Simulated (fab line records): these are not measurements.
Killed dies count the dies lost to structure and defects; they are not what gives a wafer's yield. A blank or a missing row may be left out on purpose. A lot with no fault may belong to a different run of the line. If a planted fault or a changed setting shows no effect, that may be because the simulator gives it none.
8D (eight disciplines) problem report, filled in by code + flow sky130 + the parts of the form that need people (team, actions taken, sign-off) are left out

== 1. PROBLEM STATEMENT ==
cathode-dc-power-W at SKY_CONTACT_SPUTTER_23 reads a mean of 4293.4 W on 6 wafers of 2 lots; wafers without a fault read 4000.0 W with a standard deviation of 0.69. So: +99 or more standard deviations from the usual mean.
The step: material TiN, target thk 20 nm, time 80 s.
Earliest sighting: wafer L813.1 on pvd-sputter-01 at day 37 15:07. Wafers with a number at this step in the record: 39, from 13 lots. The rule behind "out" and "out of limits": a value lying over 4 standard deviations away from the usual mean. Any other wafer with a number is counted as sound.

== 2. WHAT IT IS; WHAT IT IS NOT ==
| question                    | is                     | is not                                                                          |
|-----------------------------|------------------------|---------------------------------------------------------------------------------|
| which readings at this step | cathode-dc-power-W     | throttle-valve-pct                                                              |
| which lots                  | L813, L815             | L796, L797, L798, L799, L800, L802, L803, L804, L817, L818, L819                |
| which wafers of those lots  | all that have a number | -                                                                               |
| read on which tools         | pvd-sputter-01         | pvd-sputter-02, pvd-sputter-04                                                  |
| when                        | from day 37 15:07      | up to then (24 sound wafers); but 9 sound wafers of L817, L818, L819 came after |

== 3. THE SUSPECTS, EACH WITH WHAT RULES IT OUT ==
Counting: a tool at a process step up to the reading stays a suspect if it ran every lot that is out and no sound lot after the first of them.
- cmp-02 at SKY_LI_CONTACT_CMP_24 (polishes, stops on PSG, t overpolish 20 s, target thk 0 nm): ruled out as a lasting fault. Sound lots L817, L819 ran on it after its first lot that is out, L813 (day 35 06:58).
- pvd-sputter-01 at SKY_CONTACT_SPUTTER_23 (material TiN, target thk 20 nm, time 80 s): kept. It ran every lot that is out, first L813 (day 37 15:07), and no sound lot after that; its last sound lot up to then is L802 (day 33 12:17). Its own cathode-dc-power-W readings are out on those wafers.
After counting, what remains is pvd-sputter-01 at SKY_CONTACT_SPUTTER_23.

== 4. THE CAUSE (what the simulator had put in) ==
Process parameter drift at SKY_CONTACT_SPUTTER_23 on pvd-sputter-01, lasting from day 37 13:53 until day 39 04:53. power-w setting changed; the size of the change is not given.
This tool alone remained once counting was done.

== 5. THE CHAIN OF EFFECTS, in route order ==
Rows list readings where the struck wafers' mean (over those with a number) sits beyond 3 standard deviations from the usual. Scope: only readings with a usual standard deviation given in the record; hours: median across lots of the time from each lot's start at the first step in this table that gives one to its start at this step; sigmas: change in usual standard deviations.
| hours | step                   | reading            | usual    | on struck wafers | change | sigmas      |
|-------|------------------------|--------------------|----------|------------------|--------|-------------|
| 0     | SKY_CONTACT_SPUTTER_23 | cathode-dc-power-W | 4000.0 W | 4293.4           | +293.4 | +99 or more |
It contains these process steps:
- SKY_CONTACT_SPUTTER_23: material TiN, target thk 20 nm, time 80 s.
At these later measuring or inspecting steps, every struck wafer for which the step has a row has a number for every such reading, and none has moved that far: SKY_METAL1_OVL_MEAS_16.

== 6. WHAT WOULD HAVE CAUGHT IT SOONER ==
In this record the first reading out of limits was taken at day 37 15:07, 1 hour after the fault began at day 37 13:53.
